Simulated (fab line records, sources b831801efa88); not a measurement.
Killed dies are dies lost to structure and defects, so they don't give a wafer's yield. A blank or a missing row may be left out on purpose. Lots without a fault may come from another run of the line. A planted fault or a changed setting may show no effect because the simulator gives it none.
A struck lot beside a sound one | flow sky130 | 17 steps out of a route of 708
Sound: wafers L287.3, L287.4, L287.6. Struck: wafers L279.1, L279.3, L279.4. The cause comes at the end.
At each step with rows: each side's tool, then ch and its chambers, then its first start. Under that, the readings that differ: sound wafers | struck wafers | difference of the means | sigmas: that difference in standard deviations of wafers without a fault.
alike: readings whose means differ by less than 2 such deviations, and words and numbers that are the same on both sides. not compared: withheld readings, readings that some wafer has no value for, bounds like >300 that may hide the same value, and numbers for which the record gives no deviation and whose values overlap.
The two part at a step that has a row with sigmas, a row that says differs or no value, or rows on one side only. Numbers that don't overlap but have no deviation are shown without sigmas and don't part them. A reading that every wafer of one side lacks parts them only if that side has two wafers or more.

SKY_GATE_OXIDE_TW_MEAS_14:
  sound on film_metro-02, day 20 07:05; struck on film_metro-02, day 17 07:55
  alike: GATE_OXIDE_TW
then, 3 steps without rows for these wafers: SKY_GATE_OXIDE_CLEAN_15 (cleans in SC1/SC2, time 150 s); SKY_GATE_OXIDE_OXIDATION_16 (stabilise 600 s, purge 300 s, target thk 3.57 nm); SKY_POLY_GATE_CVD_00 (deposits poly-Si, target thk 180 nm, time 720 s).
SKY_POLY_GATE_THK_MEAS_01:
  sound on film_metro-04, day 20 10:34; struck on film_metro-04, day 17 12:00
  alike: POLY_GATE_CVD_00_THK
then, 7 steps without rows for these wafers: SKY_RES_PROTECT_DEHYDRATE_00 (time 60 s); SKY_RES_PROTECT_HMDS_01 (prime time 60 s); SKY_RES_PROTECT_COAT_02 (resist thk 1140 nm); SKY_RES_PROTECT_SOFTBAKE_03 (time 60 s); SKY_RES_PROTECT_EXPOSE_04 (exposes mask RPM, target cd 1270 nm); SKY_RES_PROTECT_PEB_05; SKY_RES_PROTECT_DEVELOP_06 (develop time 61.77 s).
SKY_POLY_GATE_IMPLANT_02:
  sound on implanter-03 ch 0, day 21 16:50; struck on implanter-03 ch 0, day 18 17:02
  reading                          | sound                       | struck                       | difference | sigmas
  beam_on_s (s)                    | 34.5 33.9 33.5              | 17.7 18.0 17.7               | -16.2      | -10
  dose_ions_cm2                    | 7.686e+15 7.696e+15 7.7e+15 | 4.01e+15 4.019e+15 4.016e+15 | -3.68e+15  | -99 or more
  end_station_pressure_torr (Torr) | 1.16e-05 1.18e-05 1.11e-05  | 1.28e-05 1.29e-05 1.4e-05    | +1.73e-06  | +2
SKY_RES_PROTECT_STRIP_07: strips in O2/N2.
  sound on plasma_asher-02 ch 0,1, day 21 16:58; struck on plasma_asher-01 ch 0,1, day 18 17:11
  reading                      | sound             | struck            | difference | sigmas
  oes_product_au (a.u.)        | 0.519 0.518 0.517 | 0.553 0.559 0.556 | +0.038     | +9
  strip_time_to_endpoint_s (s) | 23.28 23.27 23.29 | 20.64 20.63 20.65 | -2.64      | -66
  alike: drypump_motor_current_A
  not compared: rf_hours_counter_h
SKY_RES_PROTECT_TW_MEAS_08:
  sound on film_metro-04, day 21 17:03; struck on film_metro-04, day 18 17:17
  reading      | sound          | struck         | difference | sigmas
  POLY_GATE_TW | 4027 4027 4028 | 3809 3805 3802 | -222       | -10
then, 1 step without rows for these wafers: SKY_RES_PROTECT_CLEAN_09 (cleans in SC1/SC2, time 150 s).
-- the record jumps here: 30 days lie between the struck wafers' starts before and after (it left off in module RES_PROTECT and takes up again in module PAD_OPEN, whose first step shown is number 708 of the route) --
SKY_PAD_OPEN_PROBE_99:
  sound on prober-02, day 50 07:40; struck on prober-01, day 48 11:56
  reading                               | sound             | struck            | difference | sigmas
  model.etest.res_poly.line_ohm_um      | 506.8 534.7 511.4 | 972.8 1018 973.3  | +470.4     |
  model.etest.licon_poly.rc_ohm         | 153.9 151.5 148.6 | 436.3 457.8 466.5 | +302.2     |
  model.etest.res_poly.rs_ohm_sq        | 47.26 47.53 46.84 | 95.83 94.79 93.89 | +47.63     |
  model.etest.res_poly.rs_ohm_sq_range  | 1.225 1.434 1.384 | 3.243 2.657 5.418 | +2.425     |
  model.etest.ring_1v8.delay_ps         | 20.63 20.02 20.51 | 23.12 22.3 23.53  | +2.60      |
  model.etest.ring_5v.delay_ps          | 44.27 44.06 44.73 | 46.01 45.4 45.85  | +1.40      |
  model.etest.nfet_01v8.tox_inv_nm (nm) | 4.205 4.245 4.301 | 4.41 4.422 4.468  | +0.18      |
  alike: killed_at_M0_to_M3, killed_at_M4_up, killed_at_contacts, killed_at_front_end, killed_at_other, killed_dies, killed_open, killed_short
  not compared: model.etest.res_poly.rs_ohm_sq_rim_less_centre

WHERE THEY PART
First at SKY_POLY_GATE_IMPLANT_02; last, within this record, at SKY_RES_PROTECT_TW_MEAS_08. Later steps at which nothing parts them and some readings are alike: SKY_PAD_OPEN_PROBE_99.

WHY: what the simulator had put in
Process parameter drift: implanter-03, from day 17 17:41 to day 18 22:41, at SKY_POLY_GATE_IMPLANT_02. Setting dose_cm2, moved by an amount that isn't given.
